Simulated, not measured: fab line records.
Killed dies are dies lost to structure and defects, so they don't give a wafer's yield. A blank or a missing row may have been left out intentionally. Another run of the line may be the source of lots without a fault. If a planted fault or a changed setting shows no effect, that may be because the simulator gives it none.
8D (eight disciplines) problem report, filled in by code / flow sky130 / the parts of the form that need people (team, actions taken, sign-off) are left out

## 1. PROBLEM STATEMENT
Wafers without a fault read 15, standard deviation 4.7; killed at front end at SKY_PAD_OPEN_PROBE_99 reads a mean of 421 on 9 wafers belonging to 3 lots. That puts it +86 standard deviations away from the usual mean.
The first sign was on wafer L416.3 at day 48 10:05, on prober-02. Wafers with a number at this step in the record: 21, from 7 lots. Rule for "out" (also "out of limits"): further than 4 standard deviations from the usual mean. Any other wafer with a number is counted as sound.

## 2. WHAT IT IS; WHAT IT IS NOT
question=which readings at this step | is=killed at front end, killed dies, killed on rim | is not=killed_at_M4_up, killed at other, killed short
question=which lots | is=L416, L417, L418 | is not=L405, L408, L414, L421
question=which wafers of those lots | is=all that have a number | is not=-
question=read on which tools | is=prober-01, prober-02 | is not=-
question=when | is=from day 48 10:05 | is not=up to then (9 sound wafers); but 3 sound wafers of L421 came after

## 3. WHAT RULES OUT EACH SUSPECT
Counting: a tool stays on the suspect list if, at a process step up to the reading, it processed all lots that are out and no sound lot following the first of them.
- rie si-01 at SKY_FIELD_ISO_ETCH_17 (etches Si in HBr/Cl2/O2, target depth 342 nm, time 97.7 s): kept. Every lot that is out went through it, starting with L416 (day 4 13:17), and after that it ran no sound lot; the last sound lot it ran before then is L414 (day 4 05:05).
After counting, what remains is rie si-01 at SKY_FIELD_ISO_ETCH_17.

## 4. THE CAUSE (what the simulator had put in)
Entire step skipped (rie si-01, SKY_FIELD_ISO_ETCH_17), from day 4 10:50 onward. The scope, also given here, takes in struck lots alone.
Only this tool survived the counting.

## 5. THE CHAIN OF EFFECTS, in route order
Each row: a reading whose mean over the struck wafers that have a number lies more than 3 standard deviations from the usual. Only readings whose record carries a usual standard deviation are examined. hours: median over the lots of the time between each lot's start at the first step of this table that gives one and its start at this step. sigmas: the change, counted in usual standard deviations.
hours=0; step=SKY_PAD_OPEN_PROBE_99; reading=killed at front end; usual=15; on struck wafers=421; change=+406; sigmas=+86
hours=0; step=SKY_PAD_OPEN_PROBE_99; reading=killed dies; usual=87; on struck wafers=492; change=+405; sigmas=+41
hours=0; step=SKY_PAD_OPEN_PROBE_99; reading=killed on rim; usual=17; on struck wafers=96; change=+79; sigmas=+20
The process steps in it:
- SKY_PAD_OPEN_PROBE_99
Readings that are blank on the struck wafers while sound wafers have them: HBr_flow_sccm at SKY_FIELD_ISO_ETCH_17; O2_flow_sccm at SKY_FIELD_ISO_ETCH_17; drypump motor current A at SKY_FIELD_ISO_ETCH_17; oes product au at SKY_FIELD_ISO_ETCH_17; rf fwd power W at SKY_FIELD_ISO_ETCH_17; throttle valve pct at SKY_FIELD_ISO_ETCH_17.

## 6. HOW IT WOULD HAVE BEEN CAUGHT EARLIER
The fault began at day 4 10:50; the first out-of-limits reading in this record came at day 48 10:05, 1055 hours later.
At SKY_FIELD_ISO_ETCH_17 the tool's readings are blank on the struck wafers, where sound wafers have them: an empty tool record is the first sign, and it was there at once.
Each of the lots that are out, 3 in all, had begun SKY_FIELD_ISO_ETCH_17 on rie si-01 no later than day 48 10:05. A hold on the tool at that time would have spared none of them.
